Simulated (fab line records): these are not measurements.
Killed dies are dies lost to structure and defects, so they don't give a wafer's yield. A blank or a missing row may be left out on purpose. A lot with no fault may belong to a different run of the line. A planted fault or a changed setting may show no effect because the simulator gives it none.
Struck lot and sound lot, side by side / flow sfq-line / 17 steps out of a route of 325
Sound: wafers L629.1, L629.2, L629.4. Struck: wafers L634.1, L634.2, L634.3. At the end, the cause is stated.
Each step with rows lists, per side, the tool, then ch with its chambers, then its first start. Under that, the readings that differ: sound wafers / struck wafers / difference of the means / sigmas: that difference in standard deviations of wafers without a fault.
alike: a reading whose means differ by less than 2 such deviations, as well as words and numbers matching on both sides. not compared: withheld readings; readings where some wafer has no value; bounds like >300 that might hide an equal value; numbers whose values overlap and for which the record gives no deviation.
A row with sigmas, a row that says differs or no value, or rows on one side alone: a step with any of these is where the two part. Numbers that have no deviation but don't overlap get no sigmas and don't part them. A reading missing from all wafers of one side parts the sides only when that side holds two or more wafers.

first, 4 steps without rows for these wafers: SFQ_TRILAYER_L0_LITHO_SOFTBAKE_009; SFQ_TRILAYER_L0_LITHO_EXPOSE_006 (exposes mask L0, target cd 2000 nm); SFQ_TRILAYER_L0_LITHO_PEB_008 (peb time 60 s); SFQ_TRILAYER_L0_LITHO_DEVELOP_007 (time 60 s).
SFQ_TRILAYER_L0_BARC_OPEN_METAL_ETCH_010: etches BARC in O2, target depth 125 nm, time 41.7 s.
  sound on rie-metal-03 ch 0,1, day 4 16:07; struck on rie-metal-03 ch 0,1, day 5 20:55
  alike: chamber-pressure-mTorr, drypump-motor-current-A, oes-product-au
  not compared: rf-hours-counter-h
SFQ_TRILAYER_L0_ETCH_METAL_ETCH_008: etches MoNx KI in SF6/O2, stops on SiO2, target depth 50 nm, time 25 s.
  sound on rie-metal-03 ch 0,1, day 4 16:10; struck on rie-metal-03 ch 0,1, day 5 20:58
  alike: chamber-pressure-mTorr, drypump-motor-current-A, oes-product-au
  not compared: rf-hours-counter-h
SFQ_TRILAYER_L0_STRIP_STRIP_009: strips in O2.
  sound on rie-metal-03 ch 0,1, day 4 16:13; struck on rie-metal-03 ch 0,1, day 5 21:01
  alike: chamber-pressure-mTorr, drypump-motor-current-A, oes-product-au
  not compared: rf-hours-counter-h
then, 1 step without rows for these wafers: SFQ_TRILAYER_L0_STRIP_SOLV_CLEAN_010 (cleans in NMP, time 600 s).
SFQ_TRILAYER_L0_CAP_PECVD_011: deposits SiO2 from SiH4/N2O, time 13.333 s, target thk 60 nm.
  sound on pecvd-01 ch 0,2, day 4 16:59; struck on pecvd-04 ch 0,1,2, day 5 21:47
  alike: chamber-pressure-Torr, heater-power-w, susceptor-temp-C, throttle-valve-pct
then, 3 steps without rows for these wafers: SFQ_TRILAYER_L0_VIA_LITHO_COAT_018 (resist thk 62 nm); SFQ_TRILAYER_L0_VIA_LITHO_COAT_013 (resist thk 650 nm); SFQ_TRILAYER_L0_VIA_LITHO_SOFTBAKE_017.
SFQ_TRILAYER_L0_VIA_LITHO_EXPOSE_014: exposes mask L0V, target cd 700 nm.
  sound on krf-scanner-02 ch 0, day 6 13:49; struck on krf-scanner-02 ch 0, day 7 18:37
reading=model.L0V.overlay-x-nm (nm); sound=-4.816 -4.816 -4.816; struck=172.7 172.7 172.7; difference=+177.5; sigmas=
  alike: mask
then, 2 steps without rows for these wafers: SFQ_TRILAYER_L0_VIA_LITHO_PEB_016 (peb time 60 s); SFQ_TRILAYER_L0_VIA_LITHO_DEVELOP_015 (time 60 s).
SFQ_L0V_OVL_MEAS_903:
  sound: overlay-01 at day 6 15:19; struck: overlay-02 at day 7 20:07
reading=L0V_OVL (nm); sound=-8 -2 -10; struck=169 172 173; difference=+178; sigmas=+37
SFQ_TRILAYER_L0_VIA_BARC_OPEN_VIA_ETCH_021: etches BARC in O2, target depth 125 nm, time 41.7 s.
  sound on rie-diel-02 ch 0,1,3, day 6 15:21; struck on rie-diel-02 ch 1,2,3, day 7 20:09
  alike: chamber-pressure-mTorr, drypump-motor-current-A, oes-product-au
  not compared: rf-hours-counter-h

WHERE THEY PART
Within this record, at SFQ_L0V_OVL_MEAS_903 only. Later steps at which nothing parts them and some readings are alike: SFQ_TRILAYER_L0_VIA_BARC_OPEN_VIA_ETCH_021.

WHY: the cause the simulator had injected
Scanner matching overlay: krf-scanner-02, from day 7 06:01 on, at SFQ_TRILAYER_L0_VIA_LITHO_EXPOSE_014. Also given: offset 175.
